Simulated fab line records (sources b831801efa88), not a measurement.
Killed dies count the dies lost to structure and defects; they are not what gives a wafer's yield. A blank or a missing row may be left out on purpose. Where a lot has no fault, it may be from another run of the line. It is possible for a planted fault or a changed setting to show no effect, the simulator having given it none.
Chamber matching / flow gf180mcu / GF_V2_CVD_02 on pecvd-04 has 3 sister chambers
The step deposits SiO2 from TEOS, target thk 850 nm, time 94.851 s. 3 wafers are shown with their chamber, then 12 later ones without.

## WAFERS PAIRED WITH THEIR CHAMBERS
wafer=L088.6; chamber=1; heaterPowerW (W)=521
wafer=L090.1; chamber=2; heaterPowerW (W)=632
wafer=L090.6; chamber=0; heaterPowerW (W)=516

## WAFERS MISSING THEIR CHAMBER
wafer=L091.1; heaterPowerW (W)=688
wafer=L091.2; heaterPowerW (W)=674
wafer=L091.3; heaterPowerW (W)=647
wafer=L091.4; heaterPowerW (W)=526
wafer=L091.5; heaterPowerW (W)=544
wafer=L091.6; heaterPowerW (W)=554
wafer=L092.1; heaterPowerW (W)=636
wafer=L092.2; heaterPowerW (W)=609
wafer=L092.4; heaterPowerW (W)=562
wafer=L095.2; heaterPowerW (W)=647
wafer=L095.4; heaterPowerW (W)=576
wafer=L095.6; heaterPowerW (W)=658

## WHICH CHAMBER EACH WENT THROUGH
wafer=L091.1; from the rows above=2; in truth=2
wafer=L091.2; from the rows above=2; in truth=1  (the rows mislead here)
wafer=L091.3; from the rows above=2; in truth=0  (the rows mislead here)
wafer=L091.4; from the rows above=can't be placed: 1 or 0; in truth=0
wafer=L091.5; from the rows above=can't be placed: 1 or 0 or 2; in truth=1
wafer=L091.6; from the rows above=can't be placed: 1 or 0 or 2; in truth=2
wafer=L092.1; from the rows above=2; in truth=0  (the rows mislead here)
wafer=L092.2; from the rows above=can't be placed: 2 or 1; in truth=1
wafer=L092.4; from the rows above=can't be placed: 1 or 0 or 2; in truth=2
wafer=L095.2; from the rows above=2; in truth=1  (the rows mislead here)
wafer=L095.4; from the rows above=can't be placed: 1 or 2 or 0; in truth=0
wafer=L095.6; from the rows above=2; in truth=2
Correctly placed: 2 of 12. Can't be placed from these rows: 6 (the true chamber is among the candidates in 6). Number placed wrongly: 4.
How it was worked out, from the rows above alone: a wafer's distance from a chamber is the root of the sum, over the readings, of the square of ((its reading less the chamber's mean) divided by the reading's scatter). The wafer belongs to the nearest chamber; if the next one is less than 2 further off, it can't be placed. A chamber's mean is the mean of its shown wafers. The scatter: with one shown wafer a chamber, the root of the mean of the squares of how far each hidden wafer lies from its nearest shown one.
